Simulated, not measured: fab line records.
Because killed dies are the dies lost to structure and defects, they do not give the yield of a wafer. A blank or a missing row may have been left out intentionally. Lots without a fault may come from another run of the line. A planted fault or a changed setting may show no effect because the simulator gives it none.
Matching of chambers / flow sky130 / pecvd-04 running SKY_PASSIVATION_CVD_02: 3 sister chambers
The step deposits Si3N4, target thk 540 nm. 6 wafers are shown with their chamber, then 8 later ones without.

## WAFERS WITH THEIR CHAMBER
wafer=L912.2; chamber=0; heaterPowerW (W)=852
wafer=L912.4; chamber=1; heaterPowerW (W)=637
wafer=L920.4; chamber=1; heaterPowerW (W)=605
wafer=L920.5; chamber=2; heaterPowerW (W)=668
wafer=L920.6; chamber=0; heaterPowerW (W)=694
wafer=L923.2; chamber=2; heaterPowerW (W)=664

## WAFERS WITH NO CHAMBER GIVEN
wafer=L923.4; heaterPowerW (W)=652
wafer=L923.6; heaterPowerW (W)=870
wafer=L922.2; heaterPowerW (W)=620
wafer=L922.3; heaterPowerW (W)=671
wafer=L922.6; heaterPowerW (W)=866
wafer=L927.1; heaterPowerW (W)=636
wafer=L927.3; heaterPowerW (W)=845
wafer=L927.4; heaterPowerW (W)=704

## WHICH CHAMBER EACH WENT THROUGH
wafer=L923.4; from the rows above=can't be placed: 2 or 1 or 0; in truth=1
wafer=L923.6; from the rows above=can't be placed: 0 or 2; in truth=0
wafer=L922.2; from the rows above=can't be placed: 1 or 2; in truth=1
wafer=L922.3; from the rows above=can't be placed: 2 or 1 or 0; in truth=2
wafer=L922.6; from the rows above=can't be placed: 0 or 2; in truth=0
wafer=L927.1; from the rows above=can't be placed: 1 or 2 or 0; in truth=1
wafer=L927.3; from the rows above=can't be placed: 0 or 2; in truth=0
wafer=L927.4; from the rows above=can't be placed: 2 or 0 or 1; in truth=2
Placed correctly: 0 of 8. From these rows, 8 cannot be placed; in 8 the true chamber is one of the candidates. 0 placed wrongly.
How it was worked out, from the rows above alone: a wafer's distance from a chamber is the root of the sum, over the readings, of the square of ((its reading less the chamber's mean) divided by the reading's scatter). The wafer belongs to the nearest chamber; if the next one is less than 2 further off, it can't be placed. Each chamber's mean is taken over the wafers shown for it. The scatter: the root of (the sum of the squares of (reading less its chamber's mean) over the shown wafers, divided by (wafers less chambers)).
